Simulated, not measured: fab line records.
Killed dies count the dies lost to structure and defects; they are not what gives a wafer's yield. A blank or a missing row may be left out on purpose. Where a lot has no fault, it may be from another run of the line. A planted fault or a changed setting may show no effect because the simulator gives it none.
The tool behind it: which one? | flow gf180mcu | Sampling: 10 lots, 30 wafers, 6 of 602 route steps

== WHAT EACH GAUGE READ, for each wafer ==
GF_V4_CD_MEAS_14 targets a cd of 260 nm. Usual: cd nm 259.5 nm, standard deviation 0.93.
lot  | measured     | on        | cd nm (nm)        | flag
L263 | day 24 11:04 | cd sem-02 | 259.8 259.3 259.1 |
L264 | day 24 20:08 | cd sem-01 | 259.4 259.8 260.1 |
L268 | day 26 06:59 | cd sem-01 | 259.1 258.7 259.4 |
L269 | day 26 15:17 | cd sem-01 | 257.9 258.5 257.3 |
L270 | day 26 23:53 | cd sem-02 | 258.5 260.1 260.3 |
L271 | day 27 07:44 | cd sem-01 | 258.2 257.3 258.6 |
L281 | day 29 23:47 | cd sem-01 | 260.7 259.5 260.7 |
L283 | day 30 13:19 | cd sem-01 | 258.8 258.0 259.0 |
L284 | day 30 20:25 | cd sem-02 | 260.9 261.1 260.5 |
L286 | day 31 08:47 | cd sem-02 | 258.3 258.9 258.4 |

GF_MIM_RS_MEAS_10: the measuring method here is four-point-probe. Usual: MIM_ALCU_RS gives 0.1606 ohm/sq (standard deviation 0.0015).
lot  | measured     | on            | MIM_ALCU_RS (ohm/sq) | flag
L263 | day 24 13:00 | film metro-03 | 0.1594 0.1595 0.1601 |
L264 | day 24 22:04 | film metro-03 | 0.1612 0.1601 0.1605 |
L268 | day 26 08:55 | film metro-02 | 0.1619 0.1607 0.1617 |
L269 | day 26 17:12 | film metro-02 | 0.1617 0.1625 0.1607 |
L270 | day 27 01:49 | film metro-03 | 0.1599 0.1605 0.1612 |
L271 | day 27 09:46 | film metro-03 | 0.1586 0.1593 0.1604 |
L281 | day 30 02:05 | film metro-04 | 0.1613 0.1630 0.1602 |
L283 | day 30 15:16 | film metro-03 | 0.1594 0.1593 0.1591 |
L284 | day 30 22:20 | film metro-04 | 0.1522 0.1615 0.1623 |
L286 | day 31 10:44 | film metro-03 | 0.1626 0.1589 0.1600 |

GF_MIM_THK_MEAS_11: measures by xrf. Usual: MIM_ALCU_THK gives 199.1 nm (standard deviation 2).
lot  | measured     | on            | MIM_ALCU_THK (nm) | flag
L263 | day 24 13:07 | film metro-03 | 201.4 200.9 201.0 |
L264 | day 24 22:11 | film metro-03 | 198.8 199.2 200.2 |
L268 | day 26 09:02 | film metro-02 | 196.8 198.3 198.3 |
L269 | day 26 17:18 | film metro-02 | 196.9 196.1 198.4 |
L270 | day 27 01:55 | film metro-03 | 201.1 199.6 198.4 |
L271 | day 27 09:52 | film metro-03 | 201.6 200.8 199.4 |
L281 | day 30 02:11 | film metro-04 | 198.0 197.2 201.2 |
L283 | day 30 15:23 | film metro-03 | 200.8 200.8 201.0 |
L284 | day 30 22:28 | film metro-04 | 211.0 197.6 197.8 |
L286 | day 31 10:52 | film metro-03 | 196.5 201.0 199.6 |

== TOOL THAT RAN EACH LOT (tool first, then ch and the chambers of the sampled wafers, then the start) ==
lot  | GF_M4_METAL_ETCH_16               | GF_V4_ETCH_17                                 | GF_MIM_SPUTTER_08
L263 | rie metal-02 ch 0,1, day 23 11:47 | rie diel-04 ch 1,2,3, day 24 12:57 or earlier | pvd sputter-01, day 24 12:57
L264 | rie metal-03 ch 1, day 23 20:58   | rie diel-04 ch 0,2,3, day 24 22:01 or earlier | pvd sputter-01, day 24 22:01
L268 | rie metal-04 ch 0,1, day 25 08:18 | rie diel-02 ch 0,1,3, day 26 08:52 or earlier | pvd sputter-04, day 26 08:52
L269 | rie metal-03 ch 0,1, day 25 17:17 | rie diel-01 ch 0,1,3, day 26 17:07 or earlier | pvd sputter-03, day 26 17:07
L270 | rie metal-04 ch 0, day 26 01:45   | rie diel-04 ch 1,2, day 27 01:44 or earlier   | pvd sputter-03, day 27 01:44
L271 | rie metal-03 ch 0,1, day 26 09:44 | rie diel-01 ch 1,2, day 27 09:40 or earlier   | pvd sputter-01, day 27 09:40
L281 | rie metal-03 ch 0,1, day 29 03:31 | rie diel-01 ch 0,2,3, day 30 02:01 or earlier | pvd sputter-01, day 30 02:01
L283 | rie metal-02 ch 0,1, day 29 17:23 | rie diel-01 ch 0,1,2, day 30 15:13 or earlier | pvd sputter-03, day 30 15:13
L284 | rie metal-04 ch 0, day 30 00:49   | rie diel-04 ch 1,3, day 30 22:17 or earlier   | pvd sputter-03, day 30 22:17
L286 | rie metal-02 ch 0,1, day 30 13:43 | rie diel-04 ch 0,2,3, day 31 10:41 or earlier | pvd sputter-04, day 31 10:41
- GF_M4_METAL_ETCH_16: etches the open film in Cl2/BCl3, stops on SiO2, target depth 627.5 nm, time 104.6 s.
- GF_V4_ETCH_17: etches SiO2 in C4F8/O2/Ar, stops on TiN, target depth 630 nm.
- GF_MIM_SPUTTER_08: material AlCu, target thk 200 nm, time 10.6 s.

== WHAT THE TOOLS THEMSELVES READ (means of the sampled wafers that have a number; where no wafer has one, the mark that the record gives instead) ==
GF_M4_METAL_ETCH_16. Usual: drypump motor current A 5.6 A, standard deviation 0.36; oes product au 0.969 a.u., standard deviation 0.0056; throttle valve pct 28.252 %, standard deviation 0.01.
lot  | tool         | drypump motor current A (A) | oes product au (a.u.) | throttle valve pct (%) | flag
L263 | rie metal-02 | 5.7                         | 0.975                 | 28.247                 |
L264 | rie metal-03 | 5.5                         | 0.967                 | 28.243                 |
L268 | rie metal-04 | 5.9                         | 0.963                 | 28.258                 |
L269 | rie metal-03 | 5.4                         | 0.966                 | 28.254                 |
L270 | rie metal-04 | 6.3                         | 0.971                 | 28.248                 |
L271 | rie metal-03 | 5.4                         | 0.974                 | 28.262                 |
L281 | rie metal-03 | 5.4                         | 0.971                 | 28.247                 |
L283 | rie metal-02 | 5.7                         | 0.962                 | 28.256                 |
L284 | rie metal-04 | 6.3                         | 0.971                 | 28.249                 |
L286 | rie metal-02 | 5.7                         | 0.962                 | 28.264                 |

GF_V4_ETCH_17. Usual: oes product au 0.860 a.u., standard deviation 0.0049.
lot  | tool        | oes product au (a.u.) | flag
L263 | rie diel-04 | 0.857                 |
L264 | rie diel-04 | 0.858                 |
L268 | rie diel-02 | 0.860                 |
L269 | rie diel-01 | 0.864                 |
L270 | rie diel-04 | 0.865                 |
L271 | rie diel-01 | 0.865                 |
L281 | rie diel-01 | 0.860                 |
L283 | rie diel-01 | 0.859                 |
L284 | rie diel-04 | 0.862                 |
L286 | rie diel-04 | 0.861                 |

GF_MIM_SPUTTER_08. Usual: throttle valve pct 30.2 %, standard deviation 1.1.
lot  | tool           | throttle valve pct (%) | flag
L263 | pvd sputter-01 | 30.7                   |
L264 | pvd sputter-01 | 29.6                   |
L268 | pvd sputter-04 | 30.5                   |
L269 | pvd sputter-03 | 29.0                   |
L270 | pvd sputter-03 | 31.0                   |
L271 | pvd sputter-01 | 29.4                   |
L281 | pvd sputter-01 | 30.5                   |
L283 | pvd sputter-03 | 31.1                   |
L284 | pvd sputter-03 | 30.2                   |
L286 | pvd sputter-04 | 30.8                   |

== THE ANSWER, worked out from the rows above alone ==
Rule: lot off if the mean of its wafers having a number is beyond 3 standard deviations from the usual mean. A lot without any number at a reading at which 4 lots or more have one is off too. Any other lot the step has rows for is counted as sound. Order of review: gauges by route order, followed by the tools' own readings, for which a lot's mean as printed above is used. The first step at which some lot is off is used, and at that step the reading that is off furthest; a lot without a number counts as furthest.
No lot is off at any reading shown: from this, nothing can be told.

== WHAT THE SIMULATOR PUT IN ==
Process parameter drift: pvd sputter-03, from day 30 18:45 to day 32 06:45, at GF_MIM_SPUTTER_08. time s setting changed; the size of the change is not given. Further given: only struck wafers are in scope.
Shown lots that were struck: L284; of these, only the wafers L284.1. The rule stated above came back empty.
